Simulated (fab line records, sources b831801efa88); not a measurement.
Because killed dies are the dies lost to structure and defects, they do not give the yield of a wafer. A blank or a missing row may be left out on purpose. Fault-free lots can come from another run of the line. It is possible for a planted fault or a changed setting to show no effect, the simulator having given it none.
Which tool is to blame? / flow sky130 / 13 lots with 39 wafers sampled at 2 steps, on a route of 708 steps

WHAT EACH GAUGE READ, for each wafer
SKY_VIA1_BOW_MEAS_03. Usual: VIA1_BOW gives 80 um (standard deviation 7.1).
lot=L684; measured=day 32 19:49; on=film-metro-02; VIA1_BOW (um)=89 78 77; flag=
lot=L685; measured=day 33 06:46; on=film-metro-02; VIA1_BOW (um)=90 76 82; flag=
lot=L686; measured=day 33 12:41; on=film-metro-02; VIA1_BOW (um)=75 80 75; flag=
lot=L687; measured=day 33 15:03; on=film-metro-01; VIA1_BOW (um)=94 83 83; flag=
lot=L688; measured=day 34 18:57; on=film-metro-02; VIA1_BOW (um)=86 78 83; flag=
lot=L689; measured=day 34 23:05; on=film-metro-02; VIA1_BOW (um)=82 81 70; flag=
lot=L699; measured=day 38 09:05; on=film-metro-03; VIA1_BOW (um)=99 89 83; flag=
lot=L701; measured=day 38 14:45; on=film-metro-01; VIA1_BOW (um)=80 72 83; flag=
lot=L702; measured=day 38 16:02; on=film-metro-01; VIA1_BOW (um)=86 75 76; flag=
lot=L703; measured=day 38 19:35; on=film-metro-03; VIA1_BOW (um)=80 89 79; flag=
lot=L704; measured=day 39 01:39; on=film-metro-03; VIA1_BOW (um)=73 67 78; flag=
lot=L705; measured=day 39 05:41; on=film-metro-02; VIA1_BOW (um)=80 87 81; flag=
lot=L707; measured=day 40 00:58; on=film-metro-02; VIA1_BOW (um)=86 80 69; flag=

WHICH TOOL RAN EACH LOT (tool, then ch and the chambers of the sampled wafers, then the start)
lot=L684; SKY_METAL1_SPUTTER_00=pvd-sputter-03, day 31 14:34
lot=L685; SKY_METAL1_SPUTTER_00=pvd-sputter-04, day 32 02:08
lot=L686; SKY_METAL1_SPUTTER_00=pvd-sputter-03, day 32 07:56
lot=L687; SKY_METAL1_SPUTTER_00=pvd-sputter-04, day 32 10:50
lot=L688; SKY_METAL1_SPUTTER_00=pvd-sputter-04, day 33 14:46
lot=L689; SKY_METAL1_SPUTTER_00=pvd-sputter-03, day 33 18:56
lot=L699; SKY_METAL1_SPUTTER_00=pvd-sputter-02, day 37 05:30
lot=L701; SKY_METAL1_SPUTTER_00=pvd-sputter-02, day 37 11:50
lot=L702; SKY_METAL1_SPUTTER_00=pvd-sputter-02, day 37 12:42
lot=L703; SKY_METAL1_SPUTTER_00=pvd-sputter-02, day 37 16:20
lot=L704; SKY_METAL1_SPUTTER_00=pvd-sputter-02, day 37 23:20
lot=L705; SKY_METAL1_SPUTTER_00=pvd-sputter-02, day 38 03:00
lot=L707; SKY_METAL1_SPUTTER_00=pvd-sputter-02, day 38 21:47
- SKY_METAL1_SPUTTER_00: material Ti, target thk 15 nm, time 10 s.

AS READ BY THE TOOLS THEMSELVES (means over the sampled wafers that have a number; for cases with no such wafer, the mark the record gives instead)
SKY_METAL1_SPUTTER_00. Usual: throttle-valve-pct reads 29.9 % (standard deviation 1.4).
lot=L684; tool=pvd-sputter-03; throttle-valve-pct (%)=31.5; flag=
lot=L685; tool=pvd-sputter-04; throttle-valve-pct (%)=30.0; flag=
lot=L686; tool=pvd-sputter-03; throttle-valve-pct (%)=31.9; flag=
lot=L687; tool=pvd-sputter-04; throttle-valve-pct (%)=30.8; flag=
lot=L688; tool=pvd-sputter-04; throttle-valve-pct (%)=30.2; flag=
lot=L689; tool=pvd-sputter-03; throttle-valve-pct (%)=31.6; flag=
lot=L699; tool=pvd-sputter-02; throttle-valve-pct (%)=29.0; flag=
lot=L701; tool=pvd-sputter-02; throttle-valve-pct (%)=28.8; flag=
lot=L702; tool=pvd-sputter-02; throttle-valve-pct (%)=29.3; flag=
lot=L703; tool=pvd-sputter-02; throttle-valve-pct (%)=30.0; flag=
lot=L704; tool=pvd-sputter-02; throttle-valve-pct (%)=29.2; flag=
lot=L705; tool=pvd-sputter-02; throttle-valve-pct (%)=28.9; flag=
lot=L707; tool=pvd-sputter-02; throttle-valve-pct (%)=28.7; flag=

THE ANSWER, worked out from the rows above alone
Rule: a lot is off if the mean of its wafers that have a number lies more than 3 standard deviations from the usual mean. Also off: a lot with no number at a reading for which 4 or more lots have one. All remaining lots with rows at the step are treated as sound. First the gauges in route order, then the tools' own readings, where a lot's mean is used as printed above. At the first step where some lot is off, the reading lying furthest off is the one used; lots without a number count as furthest.
No lot is off at any reading shown: from this, nothing can be told.

WHAT WAS PUT IN BY THE SIMULATOR
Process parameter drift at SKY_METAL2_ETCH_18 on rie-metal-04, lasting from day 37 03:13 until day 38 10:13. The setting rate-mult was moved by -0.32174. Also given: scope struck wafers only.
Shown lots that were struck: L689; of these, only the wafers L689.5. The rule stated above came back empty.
